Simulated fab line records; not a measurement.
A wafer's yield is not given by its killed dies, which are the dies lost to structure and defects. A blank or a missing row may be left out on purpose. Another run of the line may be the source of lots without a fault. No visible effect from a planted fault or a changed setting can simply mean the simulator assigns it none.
Which tool is to blame? / flow gf180mcu / Sampling: 6 lots, 18 wafers, 2 of 602 route steps

## WHAT THE GAUGES SHOWED, per wafer
GF_STI_THK_MEAS_04.
lot=L929; measured=day 1 18:58; on=filmMetro-03; STI_CVD_03_THK (nm)=205.1 204.5 204.2
lot=L931; measured=day 2 04:35; on=filmMetro-03; STI_CVD_03_THK (nm)=212.7 213.6 212.2
lot=L939; measured=day 3 21:50; on=filmMetro-03; STI_CVD_03_THK (nm)=209.5 208.7 207.1
lot=L946; measured=day 5 08:35; on=filmMetro-02; STI_CVD_03_THK (nm)=205.3 205.0 206.4
lot=L949; measured=day 5 23:05; on=filmMetro-03; STI_CVD_03_THK (nm)=210.8 211.4 208.3
lot=L951; measured=day 6 08:54; on=filmMetro-02; STI_CVD_03_THK (nm)=207.4 207.8 207.0

## EACH LOT AND THE TOOL THAT RAN IT (in order: tool; ch and the chambers of the sampled wafers; start)
lot=L929; GF_STI_CVD_03=lpcvd-02 ch 1, day 1 16:59
lot=L931; GF_STI_CVD_03=lpcvd-01 ch 0, day 2 02:34
lot=L939; GF_STI_CVD_03=lpcvd-01 ch 0, day 3 19:50
lot=L946; GF_STI_CVD_03=lpcvd-01 ch 0, day 5 06:35
lot=L949; GF_STI_CVD_03=lpcvd-01 ch 1, day 5 21:05
lot=L951; GF_STI_CVD_03=lpcvd-02 ch 1, day 6 06:54
- GF_STI_CVD_03: deposits Si3N4 from DCS/NH3, target thk 207.16 nm, time 3551 s.

## THE ANSWER, worked out from the rows above alone
Rule: the lots themselves supply what counts as usual. The widest of any qualifying gaps counts: lots, ordered by their means at a reading, are off when they make up no more than a third of the lots, leave a main group of 4 or more, and stand apart from it by 3 or more times the standard deviation of that group's means. The tables above print the reading to a certain number of digits; a main group whose means all agree to those digits is not used. A lot without any number at a reading at which 4 lots or more have one is off too. Any other lot the step has rows for is counted as sound.
No lot is off at any reading shown: from this, nothing can be told.

## WHAT THE SIMULATOR HAD PUT IN
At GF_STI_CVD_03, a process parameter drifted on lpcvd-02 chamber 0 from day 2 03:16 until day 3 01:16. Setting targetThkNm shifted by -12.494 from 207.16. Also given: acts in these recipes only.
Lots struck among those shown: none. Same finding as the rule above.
